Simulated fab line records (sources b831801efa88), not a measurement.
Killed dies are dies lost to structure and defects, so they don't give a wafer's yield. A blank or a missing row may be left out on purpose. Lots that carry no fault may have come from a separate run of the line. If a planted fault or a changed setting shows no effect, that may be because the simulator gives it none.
fab line records | flow sky130
[record] lots = 5 | wafers = 15 | last_day = 50
route steps=708 shown METAL4@627 VIA4@639 PAD_OPEN@708
lots untouched by any fault: they come from a run of this same line in which no faults occurred
start_h: start of the lot's first displayed wafer, in hours after the record's first day | wait_h: hours since the lot's step before | " as in the row above | L1.1+2: a single row standing in for several wafers | - value missing, or start not given | * or withheld: withheld | < > ~ a bound
route shown NAME@n: a module of which the file shows steps, and the number in the route of the first | usual: mean and standard deviation over wafers with no fault | same: alike in all rows | chamber/n: place in a boat | sites: each site's reading | _std_site: the standard deviation of these | _edge_site: the outer-site mean with the inner-site mean subtracted | radius_mm: for every site, how far away it sits from the centre of the wafer | mask NAME#n: copy n | behind: the last tool/chamber to shape the wafer | hold: why the lot went on hold/how many hours it stayed there/how the hold came to an end | device: which transistor (n, p or np) failed to switch | end of line: at the end of the route, the tests of the same wafers | a step with no rows: only its recipe | killed: the dies lost at the first sort to structure and to defects; this is not the yield of the wafer | map: shows each die of a wafer: x if killed, . if not, _ if none is there
set.NAME: the setting as run; set.NAME@STEP: as run at that earlier step | model.NAME: the simulator's own value behind a step, which no gauge read
a table for each step, a row for each wafer; lots at some steps of the route
services: when a tool's chamber went out of use (start_h, in hours from the record's first day, below 0 if earlier), for how many hours, and the reason
[[steps]]
[step SKY_METAL4_PEB_11]
[recipe] peb_temp_c = withheld | peb_time_s = withheld | resist = KrF-thick
[step SKY_METAL4_DEVELOP_12]
[recipe] develop_time_s = 60 | resist = KrF-thick | dev_temp_c = 21
[step SKY_METAL4_CD_MEAS_13]
[recipe] target_cd_nm = 300
[usual] cd_nm = 300.3/1.4
lot.wafer | tool      | chamber | start_h | wait_h | cd_nm
L913.3    | cd_sem-01 | -       | 985.84  | -      | 299.7
L913.4    | "         | -       | "       | "      | 299.6
L913.6    | "         | -       | "       | "      | 298.0
L919.3    | cd_sem-02 | -       | 1023.54 | -      | 301.9
L919.4    | "         | -       | "       | "      | 301.3
L919.6    | "         | -       | "       | "      | 302.2
L931.1    | cd_sem-01 | -       | 1098.75 | -      | 299.8
L931.3    | "         | -       | "       | "      | 298.5
L931.6    | "         | -       | "       | "      | 298.0
L933.2    | cd_sem-02 | -       | 1110.85 | -      | 300.8
L933.3    | "         | -       | "       | "      | 301.3
L933.4    | "         | -       | "       | "      | 300.5
L935.1    | cd_sem-01 | -       | 1121.50 | -      | 301.5
L935.2    | "         | -       | "       | "      | 300.5
L935.6    | "         | -       | "       | "      | 299.9
[step SKY_METAL4_OVL_MEAS_14]
[usual] METAL4_OVL = 1/5.2
lot.wafer | tool       | chamber | start_h | wait_h | METAL4_OVL[nm]
L913.3    | overlay-02 | -       | 985.93  | 0.1    | -4
L913.4    | "          | -       | "       | "      | 7
L913.6    | "          | -       | "       | "      | -2
L919.3    | overlay-01 | -       | 1023.63 | 0.1    | 3
L919.4    | "          | -       | "       | "      | -8
L919.6    | "          | -       | "       | "      | -2
L931.1    | overlay-02 | -       | 1098.87 | 0.1    | -1
L931.3    | "          | -       | "       | "      | -6
L931.6    | "          | -       | "       | "      | 5
L933.2    | overlay-02 | -       | 1110.96 | 0.1    | -2
L933.3    | "          | -       | "       | "      | -1
L933.4    | "          | -       | "       | "      | 2
L935.1    | overlay-01 | -       | 1121.62 | 0.1    | 0
L935.2    | "          | -       | "       | "      | 10
L935.6    | "          | -       | "       | "      | 11
[step SKY_METAL4_DESCUM_15]
[recipe] chemistry = O2 | source_power_w = 150 | bias_power_w = 0 | pressure_mtorr = 10 | temp_c = 40 | time_s = 8
[step SKY_METAL4_ETCH_16]
[recipe] chemistry = N2/H2 | target = BARC | ion_energy_ev = 200 | bias_w = 100 | pressure_mtorr = 30 | n2_flow_sccm = 100 | h2_flow_sccm = 200 | icp_w = 500 | stop_on = SiO2 | time_s = 88.2 | target_depth_a = 600
[usual] drypump_motor_current_A = 5.4/0.35 | n2_flow_sccm = 100.01/0.3 | oes_product_au = 0.626/0.0044 | throttle_valve_pct = 13.204/0.0098
lot.wafer | tool         | chamber | start_h | wait_h | drypump_motor_current_A | n2_flow_sccm | oes_product_au | rf_hours_counter_h | throttle_valve_pct
L913.3    | rie_metal-04 | 1       | 986.02  | 0.0    | 5.7                     | 99.91        | 0.625          | -                  | 13.200
L913.4    | "            | 0       | "       | "      | 4.9                     | 100.06       | 0.634          | -                  | 13.214
L913.6    | "            | 1       | "       | "      | 5.7                     | 99.86        | 0.632          | -                  | 13.201
L919.3    | rie_metal-04 | 1       | 1023.72 | 0.0    | 5.7                     | 100.26       | 0.631          | -                  | 13.193
L919.4    | "            | 0       | "       | "      | 4.9                     | 99.67        | 0.619          | -                  | 13.205
L919.6    | "            | 1       | "       | "      | 5.7                     | 100.32       | 0.628          | -                  | 13.202
L931.1    | rie_metal-02 | 1       | 1098.94 | 0.0    | 5.4                     | 99.72        | 0.621          | 9                  | 13.216
L931.3    | "            | 0       | "       | "      | 5.1                     | 99.61        | 0.622          | -                  | 13.218
L931.6    | "            | 0       | "       | "      | 5.1                     | 99.91        | 0.629          | -                  | 13.202
L933.2    | rie_metal-03 | 0       | 1111.02 | 0.0    | 5.6                     | 99.75        | 0.624          | 19                 | 13.218
L933.3    | "            | 0       | "       | "      | 5.6                     | 100.08       | 0.628          | -                  | 13.203
L933.4    | "            | 1       | "       | "      | 5.8                     | 100.04       | 0.624          | -                  | 13.200
L935.1    | rie_metal-02 | 0       | 1121.69 | 0.0    | 5.2                     | 99.69        | 0.629          | 25                 | 13.199
L935.2    | "            | 1       | "       | "      | 5.4                     | 100.22       | 0.629          | 11                 | 13.215
L935.6    | "            | 1       | "       | "      | 5.4                     | 100.07       | 0.632          | -                  | 13.236
[step SKY_METAL4_ETCH_17]
[recipe] target = SiO2 | stop_on = TiN | chemistry = C4F8/O2/Ar | source_w = 1500 | bias_w = 1200 | pressure_mtorr = 40 | c4f8_flow_sccm = withheld | O2_flow_sccm = 6 | Ar_flow_sccm = 300 | time_s = 3.9 | target_depth_a = 150
[usual] oes_product_au = 0.758/0.0068
lot.wafer | tool        | chamber | start_h | wait_h | oes_product_au | rf_hours_counter_h
L913.3    | rie_diel-02 | 0       | 986.09  | 0.0    | 0.744          | 15
L913.4    | "           | 1       | "       | "      | 0.750          | 16
L913.6    | "           | 3       | "       | "      | 0.765          | -
L919.3    | rie_diel-03 | 3       | 1023.78 | 0.0    | 0.751          | 15
L919.4    | "           | 1       | "       | "      | 0.767          | 7
L919.6    | "           | 2       | "       | "      | 0.763          | -
L931.1    | rie_diel-04 | 3       | 1099.04 | 0.1    | 0.750          | 15
L931.3    | "           | 0       | "       | "      | 0.749          | 9
L931.6    | "           | 2       | "       | "      | 0.755          | -
L933.2    | rie_diel-04 | 0       | 1111.12 | 0.1    | 0.766          | 10
L933.3    | "           | 1       | "       | "      | 0.757          | 4
L933.4    | "           | 2       | "       | "      | 0.760          | 23
L935.1    | rie_diel-03 | 2       | 1121.79 | 0.1    | 0.754          | 23
L935.2    | "           | 0       | "       | "      | 0.764          | 19
L935.6    | "           | 0       | "       | "      | 0.765          | -
[step SKY_METAL4_METAL_ETCH_18]
[recipe] target_depth_a = 8450 | stop_on = SiO2 | over_etch_frac = 0.3 | time_s = 183.1 | chemistry = Cl2/BCl3 | resist_sidewall_deg = 88 | pressure_mtorr = 10 | icp_w = 900 | bias_w = 48.5 | Cl2_flow_sccm = 60 | bcl3_flow_sccm = 30
[usual] drypump_motor_current_A = 5.41/0.29 | oes_product_au = 0.864/0.0052 | throttle_valve_pct = 22.265/0.0095
lot.wafer | tool         | chamber | start_h | wait_h | drypump_motor_current_A | oes_product_au | rf_hours_counter_h | throttle_valve_pct
L913.3    | rie_metal-03 | 0       | 986.16  | 0.1    | 5.63                    | 0.864          | -                  | 22.260
L913.4    | "            | 1       | "       | "      | 5.78                    | 0.864          | -                  | 22.271
L913.6    | "            | 0       | "       | "      | 5.63                    | 0.856          | -                  | 22.279
L919.3    | rie_metal-02 | 1       | 1023.86 | 0.1    | 5.45                    | 0.857          | -                  | 22.264
L919.4    | "            | 0       | "       | "      | 5.11                    | 0.861          | -                  | 22.262
L919.6    | "            | 1       | "       | "      | 5.48                    | 0.866          | -                  | 22.246
L931.1    | rie_metal-03 | 0       | 1099.05 | 0.0    | 5.61                    | 0.860          | 19                 | 22.263
L931.3    | "            | 1       | "       | "      | 5.74                    | 0.862          | -                  | 22.273
L931.6    | "            | 1       | "       | "      | 5.71                    | 0.864          | -                  | 22.262
L933.2    | rie_metal-02 | 1       | 1111.14 | 0.0    | 5.42                    | 0.864          | 10                 | 22.268
L933.3    | "            | 0       | "       | "      | 5.10                    | 0.865          | -                  | 22.275
L933.4    | "            | 1       | "       | "      | 5.43                    | 0.867          | -                  | 22.285
L935.1    | rie_metal-03 | 1       | 1121.80 | 0.0    | 5.75                    | 0.866          | 21                 | 22.263
L935.2    | "            | 0       | "       | "      | 5.61                    | 0.864          | 20                 | 22.262
L935.6    | "            | 1       | "       | "      | 5.69                    | 0.862          | -                  | 22.253
[step SKY_METAL4_STRIP_19]
[recipe] chemistry = O2/N2 | power_w = 1400 | pressure_mtorr = 1500 | platen_temp_c = withheld | o2_flow_sccm = 3000 | n2_flow_sccm = 300 | overash_fraction = 0.5
[usual] drypump_motor_current_A = 6.0/0.37 | n2_flow_sccm = 300.0/0.81 | oes_product_au = 0.504/0.0051 | strip_time_to_endpoint_s = 6.57/0.074
[same] overash_fraction = 0.5
lot.wafer | tool            | chamber | start_h | wait_h | drypump_motor_current_A | n2_flow_sccm | oes_product_au | rf_hours_counter_h | strip_time_to_endpoint_s
L913.3    | plasma_asher-04 | 1       | 986.31  | 0.1    | 6.3                     | 300.1        | 0.510          | -                  | 6.66
L913.4    | "               | 0       | "       | "      | 5.9                     | 301.2        | 0.509          | -                  | 6.62
L913.6    | "               | 1       | "       | "      | 6.3                     | 300.9        | 0.510          | -                  | 6.69
L919.3    | plasma_asher-04 | 1       | 1024.01 | 0.1    | 6.3                     | 299.8        | 0.502          | -                  | 6.58
L919.4    | "               | 0       | "       | "      | 5.9                     | 300.5        | 0.502          | -                  | 6.66
L919.6    | "               | 0       | "       | "      | 5.9                     | 299.9        | 0.506          | -                  | 6.63
L931.1    | plasma_asher-01 | 1       | 1099.23 | 0.1    | 6.0                     | 299.8        | 0.502          | 36                 | 6.58
L931.3    | "               | 1       | "       | "      | 6.1                     | 300.7        | 0.504          | -                  | 6.61
L931.6    | "               | 1       | "       | "      | 6.1                     | 300.1        | 0.499          | -                  | 6.58
L933.2    | plasma_asher-01 | 0       | 1111.31 | 0.1    | 5.1                     | 299.6        | 0.500          | 37                 | 6.50
L933.3    | "               | 0       | "       | "      | 5.1                     | 298.3        | 0.505          | -                  | 6.58
L933.4    | "               | 1       | "       | "      | 6.1                     | 300.7        | 0.496          | -                  | 6.43
L935.1    | plasma_asher-02 | 0       | 1121.98 | 0.1    | 6.0                     | 300.5        | 0.506          | 98                 | 6.67
L935.2    | "               | 1       | "       | "      | 6.2                     | 299.0        | 0.513          | 98                 | 6.66
L935.6    | "               | 1       | "       | "      | 6.1                     | 300.0        | 0.503          | -                  | 6.65
[step SKY_METAL4_STRIP_20]
[recipe] chemistry = post_etch_residue_remover | time_s = 1200 | temp_c = 72.5
[step SKY_METAL4_CLEAN_21]
[recipe] chemistry = IPA | time_s = 180 | temp_c = 25
[step SKY_METAL4_CLEAN_22]
[recipe] chemistry = O3/DIW | dry = n2_spin
[step SKY_VIA4_HDPCVD_00]
[recipe] material = SiO2 | target_thk_nm = 1750 | sigma_open_frac = 0.3 | time_s = 291.7 | temp_c = 400 | sih4_flow_sccm = 60 | pressure_mtorr = 6
[usual] run_length_s = 319.7/0.66 | sih4_flow_sccm = 59.99/0.19
lot.wafer | tool      | chamber | start_h | wait_h | run_length_s | sih4_flow_sccm | model.SiO2_of_VIA4_HDPCVD_00.thk_nm
L913.3    | hdpcvd-02 | 2       | 986.87  | 0.0    | 320.4        | 60.26          | 1759
L913.4    | "         | 2       | "       | "      | 320.3        | 59.89          | 1726
L913.6    | "         | 0       | "       | "      | 318.8        | 60.06          | 1741
L919.3    | hdpcvd-01 | 0       | 1024.62 | 0.0    | 320.0        | 60.15          | 1737
L919.4    | "         | 1       | "       | "      | 319.1        | 60.20          | 1761
L919.6    | "         | 2       | "       | "      | 320.7        | 60.00          | 1746
L931.1    | hdpcvd-01 | 0       | 1099.89 | 0.0    | 340.3        | 60.41          | 1879
L931.3    | "         | 2       | "       | "      | 320.5        | 59.94          | 1752
L931.6    | "         | 0       | "       | "      | 340.6        | 60.36          | 1850
L933.2    | hdpcvd-02 | 0       | 1111.90 | 0.0    | 318.7        | 59.59          | 1725
L933.3    | "         | 1       | "       | "      | 320.1        | 60.19          | 1744
L933.4    | "         | 0       | "       | "      | 318.5        | 59.62          | 1742
L935.1    | hdpcvd-02 | 0       | 1122.61 | 0.0    | 318.5        | 59.76          | 1763
L935.2    | "         | 1       | "       | "      | 320.2        | 60.19          | 1749
L935.6    | "         | 0       | "       | "      | 318.8        | 59.86          | 1747
[step SKY_VIA4_THK_MEAS_01]
[recipe] reads = SiO2_of_VIA4_HDPCVD_00
[usual] VIA4_HDPCVD_THK = 1748/16
lot.wafer | tool          | chamber | start_h | wait_h | VIA4_HDPCVD_THK[nm]
L913.3    | film_metro-01 | -       | 987.07  | 0.1    | 1761
L913.4    | "             | -       | "       | "      | 1726
L913.6    | "             | -       | "       | "      | 1741
L919.3    | film_metro-04 | -       | 1024.82 | 0.1    | 1737
L919.4    | "             | -       | "       | "      | 1760
L919.6    | "             | -       | "       | "      | 1746
L931.1    | film_metro-03 | -       | 1100.07 | 0.1    | 1878
L931.3    | "             | -       | "       | "      | 1752
L931.6    | "             | -       | "       | "      | 1851
L933.2    | film_metro-04 | -       | 1112.09 | 0.1    | 1724
L933.3    | "             | -       | "       | "      | 1744
L933.4    | "             | -       | "       | "      | 1742
L935.1    | film_metro-01 | -       | 1122.79 | 0.1    | 1764
L935.2    | "             | -       | "       | "      | 1749
L935.6    | "             | -       | "       | "      | 1747
[step SKY_VIA4_CMP_02]
[recipe] material = SiO2 | down_force_psi = 4 | platen_rpm = 60 | pad_velocity_m_s = 0.94248
[usual] head_pressure_psi = 4.000/0.0088 | motor_current_A = 12.1/1.4 | retaining_ring_pressure_frac = 1.000/0.0045
lot.wafer | tool   | chamber | start_h | wait_h | head_pressure_psi | motor_current_A | retaining_ring_pressure_frac
L913.3    | cmp-02 | 2       | 987.16  | 0.1    | 4.012             | 10.5            | 0.994
L913.4    | "      | 0       | "       | "      | 4.000             | 13.6            | 1.000
L913.6    | "      | 2       | "       | "      | 3.997             | 10.8            | 0.997
L919.3    | cmp-01 | 3       | 1024.86 | 0.0    | 4.015             | 13.9            | 1.002
L919.4    | "      | 0       | "       | "      | 3.992             | 12.4            | 0.998
L919.6    | "      | 3       | "       | "      | 4.008             | 14.0            | 0.998
L931.1    | cmp-02 | 0       | 1100.18 | 0.1    | 4.000             | 13.5            | 0.998
L931.3    | "      | 1       | "       | "      | 4.002             | 12.8            | 1.001
L931.6    | "      | 3       | "       | "      | 3.991             | 11.2            | 0.998
L933.3    | cmp-01 | 0       | 1112.19 | 0.1    | 4.003             | 11.8            | 0.999
L933.2    | "      | 1       | "       | "      | 3.997             | 9.5             | 1.000
L933.4    | "      | 2       | "       | "      | 3.996             | 12.1            | 0.995
L935.1    | cmp-01 | 0       | 1122.85 | 0.1    | 4.000             | 11.7            | 1.003
L935.2    | "      | 1       | "       | "      | 3.998             | 9.7             | 0.998
L935.6    | "      | 0       | "       | "      | 3.994             | 12.0            | 0.997
[step SKY_PAD_OPEN_PROBE_99]
[usual] defect_limited_yield = 82.0/2.1 | killed_at_M0_to_M3 = 45/7 | killed_at_M4_up = 3.4/1.8 | killed_at_contacts = 24/5.4 | killed_at_front_end = 16/4.8 | killed_at_other = 0.4/0.62 | killed_dies = 89/10 | killed_open = 48/7.2 | killed_short = 40/6.3 | sort_bin_3_pad_short = 0.9/0.39 | sort_bin_5_function = 10.7/1.5 | sort_bin_6_memory = 6.4/1.1 | sort_n_pass = 403/10 | sort_yield_pct = 82.0/2.1
[same] gross_dies = 492 | killed_at_back_side = 0 | sort_bin_4_leakage[%] = 0 | sort_bin_8_speed[%] = 0
lot.wafer | tool      | chamber | start_h | wait_h | defect_limited_yield[%] | killed_at_M0_to_M3 | killed_at_M4_up | killed_at_contacts | killed_at_front_end | killed_at_other | killed_dies | killed_open | killed_short | sort_bin_3_pad_short[%] | sort_bin_5_function[%] | sort_bin_6_memory[%] | sort_n_pass | sort_yield_pct[%]
L913.3    | prober-01 | -       | 1081.52 | 0.2    | 80.3                    | 50                 | 3               | 26                 | 18                  | 0               | 97          | 56          | 41           | 1.0                     | 10.8                   | 7.9                  | 395         | 80.3
L913.4    | prober-01 | -       | 1081.57 | 0.2    | 84.1                    | 39                 | 5               | 21                 | 12                  | 1               | 78          | 41          | 37           | 0.8                     | 10.0                   | 5.1                  | 414         | 84.1
L913.6    | prober-01 | -       | 1081.67 | 0.2    | 80.9                    | 43                 | 3               | 24                 | 23                  | 1               | 94          | 46          | 48           | 1.2                     | 12.6                   | 5.3                  | 398         | 80.9
L919.3    | prober-01 | -       | 1114.16 | 0.2    | 80.5                    | 50                 | 3               | 24                 | 19                  | 0               | 96          | 47          | 46           | 1.2                     | 13.0                   | 5.3                  | 396         | 80.5
L919.4    | prober-01 | -       | 1114.21 | 0.2    | 81.3                    | 56                 | 3               | 19                 | 14                  | 0               | 92          | 51          | 38           | 0.4                     | 11.0                   | 7.3                  | 400         | 81.3
L919.6    | prober-01 | -       | 1114.31 | 0.2    | 77.8                    | 60                 | 4               | 23                 | 22                  | 0               | 109         | 61          | 45           | 1.2                     | 13.6                   | 7.3                  | 383         | 77.8
L931.1    | prober-02 | -       | 1177.96 | 0.1    | 82.7                    | 47                 | 1               | 23                 | 14                  | 0               | 85          | 43          | 42           | 1.4                     | 9.3                    | 6.5                  | 407         | 82.7
L931.3    | prober-02 | -       | 1178.06 | 0.2    | 78.7                    | 60                 | 2               | 25                 | 18                  | 0               | 105         | 55          | 50           | 0.8                     | 13.6                   | 6.9                  | 387         | 78.7
L931.6    | prober-02 | -       | 1178.21 | 0.2    | 80.3                    | 52                 | 2               | 21                 | 22                  | 0               | 97          | 54          | 43           | 1.0                     | 12.0                   | 6.7                  | 395         | 80.3
L933.2    | prober-01 | -       | 1188.14 | 0.1    | 80.1                    | 45                 | 2               | 31                 | 20                  | 0               | 98          | 53          | 45           | 0.6                     | 12.4                   | 6.9                  | 394         | 80.1
L933.3    | prober-01 | -       | 1188.19 | 0.2    | 81.1                    | 44                 | 1               | 22                 | 26                  | 0               | 93          | 53          | 40           | 0.6                     | 11.2                   | 7.1                  | 399         | 81.1
L933.4    | prober-01 | -       | 1188.24 | 0.2    | 82.1                    | 33                 | 2               | 18                 | 35                  | 0               | 88          | 47          | 41           | 1.0                     | 11.0                   | 5.9                  | 404         | 82.1
L935.1    | prober-01 | -       | 1196.17 | 0.1    | 84.1                    | 35                 | 1               | 30                 | 12                  | 0               | 78          | 41          | 37           | 0.4                     | 9.1                    | 6.3                  | 414         | 84.1
L935.2    | prober-01 | -       | 1196.22 | 0.1    | 82.7                    | 41                 | 3               | 27                 | 14                  | 0               | 85          | 48          | 37           | 0.8                     | 8.3                    | 8.1                  | 407         | 82.7
L935.6    | prober-01 | -       | 1196.42 | 0.2    | 79.5                    | 45                 | 7               | 29                 | 20                  | 0               | 101         | 55          | 46           | 0.4                     | 12.4                   | 7.7                  | 391         | 79.5
// killed by level:class
L913.3 LI_CONTACT:geometric_particle:open=12 VIA1:geometric_particle:open=9 POLY_GATE:geometric_particle:short=7 CONTACT:geometric_particle:open=7 VIA2:geometric_particle:open=7 VIA3:geometric_particle:open=7 LOCAL_INTERCONNECT:geometric_particle:short=5 VIA1:geometric_particle:short=5
L913.4 CONTACT:geometric_particle:open=8 VIA2:geometric_particle:open=8 VIA1:geometric_particle:open=7 CONTACT:geometric_particle:short=6 LI_CONTACT:geometric_particle:open=5 VIA3:geometric_particle:open=5 POLY_GATE:geometric_particle:short=4 METAL2:geometric_particle:short=4
L913.6 VIA1:geometric_particle:open=12 POLY_GATE:geometric_particle:short=9 CONTACT:geometric_particle:open=7 POLY_GATE:geometric_particle:open=5 LI_CONTACT:geometric_particle:short=5 LI_CONTACT:geometric_particle:open=5 METAL1:geometric_particle:short=5 METAL2:geometric_particle:short=5
L919.3 VIA1:geometric_particle:open=14 METAL1:geometric_particle:short=11 CONTACT:geometric_particle:open=10 VIA3:geometric_particle:open=6 VIA1:geometric_particle:short=5 FIELD_ISO:geometric_particle:short=4 POLY_GATE:geometric_particle:short=4 POLY_GATE:geometric_particle:open=4
L919.4 VIA1:geometric_particle:open=13 CONTACT:geometric_particle:open=9 METAL2:geometric_particle:short=8 VIA3:geometric_particle:open=7 VIA1:geometric_particle:short=6 VIA2:geometric_particle:open=4 METAL3:geometric_particle:short=4 FIELD_ISO:geometric_particle:short=3
L919.6 VIA1:geometric_particle:open=18 METAL1:geometric_particle:short=13 LI_CONTACT:geometric_particle:open=10 VIA2:geometric_particle:open=7 CONTACT:geometric_particle:open=6 METAL2:geometric_particle:short=5 POLY_GATE:geometric_particle:short=4 POLY_GATE:geometric_particle:open=4
L931.1 CONTACT:geometric_particle:open=12 VIA1:geometric_particle:open=10 METAL1:geometric_particle:short=9 METAL2:geometric_particle:short=6 FIELD_ISO:geometric_particle:short=5 VIA2:geometric_particle:short=5 POLY_GATE:geometric_particle:open=4 LI_CONTACT:geometric_particle:open=4
L931.3 VIA1:geometric_particle:open=18 METAL2:geometric_particle:short=14 CONTACT:geometric_particle:open=9 LI_CONTACT:geometric_particle:open=7 POLY_GATE:geometric_particle:short=6 VIA3:geometric_particle:open=5 METAL3:geometric_particle:short=5 FIELD_ISO:geometric_particle:short=4
L931.6 VIA1:geometric_particle:open=11 VIA2:geometric_particle:open=11 CONTACT:geometric_particle:short=8 CONTACT:geometric_particle:open=8 VIA3:geometric_particle:open=7 METAL2:geometric_particle:short=7 METAL1:geometric_particle:short=5 POLY_GATE:geometric_particle:open=5
L933.2 CONTACT:geometric_particle:open=12 VIA1:geometric_particle:open=11 VIA1:geometric_particle:short=8 CONTACT:geometric_particle:short=7 VIA2:geometric_particle:open=7 FIELD_ISO:geometric_particle:short=5 FIELD_ISO:geometric_particle:open=5 LI_CONTACT:geometric_particle:open=5
L933.3 CONTACT:geometric_particle:open=14 VIA2:geometric_particle:open=10 VIA1:geometric_particle:open=9 FIELD_ISO:geometric_particle:short=8 FIELD_ISO:geometric_particle:open=7 POLY_GATE:geometric_particle:short=6 METAL1:geometric_particle:short=6 METAL2:geometric_particle:short=5
L933.4 FIELD_ISO:geometric_particle:short=12 VIA1:geometric_particle:open=12 CONTACT:geometric_particle:open=9 METAL1:geometric_particle:short=7 POLY_GATE:geometric_particle:short=6 LI_CONTACT:geometric_particle:open=6 FIELD_ISO:geometric_particle:open=5 POLY_GATE:geometric_particle:open=3
L935.1 CONTACT:geometric_particle:open=9 VIA1:geometric_particle:open=7 CONTACT:geometric_particle:short=6 LI_CONTACT:geometric_particle:open=6 LOCAL_INTERCONNECT:geometric_particle:short=6 METAL1:geometric_particle:short=5 VIA1:geometric_particle:short=5 VIA2:geometric_particle:open=5
L935.2 VIA1:geometric_particle:open=12 VIA2:geometric_particle:open=9 CONTACT:geometric_particle:short=8 CONTACT:geometric_particle:open=8 POLY_GATE:geometric_particle:short=6 VIA3:geometric_particle:open=6 LI_CONTACT:geometric_particle:open=5 LOCAL_INTERCONNECT:geometric_particle:short=3
L935.6 VIA1:geometric_particle:open=15 LI_CONTACT:geometric_particle:open=10 LOCAL_INTERCONNECT:geometric_particle:short=8 VIA1:geometric_particle:short=7 VIA3:geometric_particle:open=6 VIA2:geometric_particle:open=6 FIELD_ISO:geometric_particle:open=5 CONTACT:geometric_particle:open=5
[[services]]
tool            | chamber | start_h | hours | kind
hdpcvd-01       | 0       | 965.25  | -     | clean
hdpcvd-01       | 1       | 965.25  | -     | clean
hdpcvd-01       | 2       | 965.25  | -     | clean
hdpcvd-02       | -       | 965.25  | 14.6  | pm
plasma_asher-04 | -       | 972.28  | 5.6   | repair
cmp-01          | -       | 974.77  | 0.5   | repair
rie_diel-03     | 2       | 983.95  | 9.4   | repair
cmp-01          | -       | 988.25  | 3.8   | pm
rie_diel-04     | -       | 991.37  | 2.8   | pm
cmp-01          | -       | 995.50  | 2.0   | repair
cmp-02          | -       | 1005.06 | 2.9   | pm
rie_diel-02     | 1       | 1006.70 | 3.1   | repair
rie_metal-03    | 0       | 1016.32 | 1.0   | repair
rie_diel-04     | 3       | 1042.58 | 3.3   | repair
rie_diel-02     | -       | 1051.06 | 25.8  | repair
rie_diel-03     | 0       | 1064.43 | 6.7   | repair
rie_metal-02    | -       | 1082.85 | 0.2   | repair
plasma_asher-04 | -       | 1083.57 | 0.4   | repair
cmp-01          | -       | 1084.16 | 4.0   | pm
cmp-01          | -       | 1088.16 | -     | consumable_replace:conditioner
cmp-01          | -       | 1088.16 | -     | consumable_replace:pad
rie_diel-02     | -       | 1098.43 | 10.0  | pm
rie_diel-02     | 1       | 1120.59 | 5.5   | repair
rie_diel-04     | 1       | 1121.80 | 1.2   | repair
[[key]]
[first_sign] step = SKY_VIA4_HDPCVD_00 | reading = run_length_s | direction = up | sigmas = 32 | usual = * | struck = *
[effect] step = SKY_VIA4_THK_MEAS_01 | reading = VIA4_HDPCVD_THK | direction = up | sigmas = 7.1 | usual = 1748 | struck = 1865
[model_effect] step = SKY_VIA4_HDPCVD_00 | value = SiO2_of_VIA4_HDPCVD_00.thk_nm | without = 1742 | struck = 1865
met_at SKY_VIA4_HDPCVD_00
struck_wafers L931.1,L931.6
onset_between 1024.62 1099.89
[fault] kind = process_parameter_drift | tool = hdpcvd-01 | chamber = 0 | onset_h = 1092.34 | steps = SKY_VIA4_HDPCVD_00 | channel = time_s | offset = * | shape = step | end_h = 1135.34 | acts_in = * | stated = *
